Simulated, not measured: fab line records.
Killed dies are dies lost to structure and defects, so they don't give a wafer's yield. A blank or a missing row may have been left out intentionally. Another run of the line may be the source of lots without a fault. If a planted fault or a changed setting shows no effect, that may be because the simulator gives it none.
Chamber matching | flow sky130 | SKY_FIELD_ISO_CMP_27 on cmp-02: 4 sister chambers
The step polishes, stops on Si3N4, t overpolish 16 s, target thk 457.8 nm. 8 wafers are shown with their chamber, then 8 later ones without.

WAFERS WITH THEIR CHAMBER
wafer  | chamber | motor current A (A) | overpolish run s (s)
L631.1 | 2       | 11.9                | 16.009
L632.2 | 2       | 11.8                | 16.003
L644.1 | 3       | 13.4                | 15.999
L644.6 | 0       | 12.0                | 15.991
L646.1 | 1       | 11.1                | 16.004
L646.4 | 3       | 13.6                | 15.985
L646.5 | 0       | 12.2                | 16.002
L647.1 | 1       | 11.4                | 16.003

WAFERS WITH NO CHAMBER GIVEN
wafer  | motor current A (A) | overpolish run s (s)
L647.2 | 13.3                | 16.005
L647.3 | 12.0                | 16.005
L650.1 | 12.0                | 16.017
L650.4 | 12.2                | 16.011
L650.6 | 11.2                | 16.012
L651.2 | 12.7                | 16.000
L651.5 | 13.2                | 15.997
L651.6 | 12.0                | 15.998

WHICH CHAMBER EACH ONE RAN IN
wafer  | from the rows above          | in truth
L647.2 | 3                            | 3
L647.3 | can't be placed: 2 or 0      | 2
L650.1 | can't be placed: 2 or 0      | 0
L650.4 | can't be placed: 0 or 2      | 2
L650.6 | 1                            | 1
L651.2 | can't be placed: 0 or 3 or 2 | 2
L651.5 | 3                            | 3
L651.6 | can't be placed: 0 or 2      | 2
Correct placement for 3 of the 8. From these rows, 5 cannot be placed; in 5 the true chamber is one of the candidates. Placed wrongly: 0.
How it was worked out, from the rows above alone: a wafer's distance from a chamber is the root of the sum, over the readings, of the square of ((its reading less the chamber's mean) divided by the reading's scatter). The wafer belongs to the nearest chamber; if the next one is less than 2 further off, it can't be placed. Each chamber's mean is taken over the wafers shown for it. How the scatter is found: for the shown wafers, subtract from each reading the mean of its chamber, square and add these, divide the total by (wafers less chambers), then take the root.
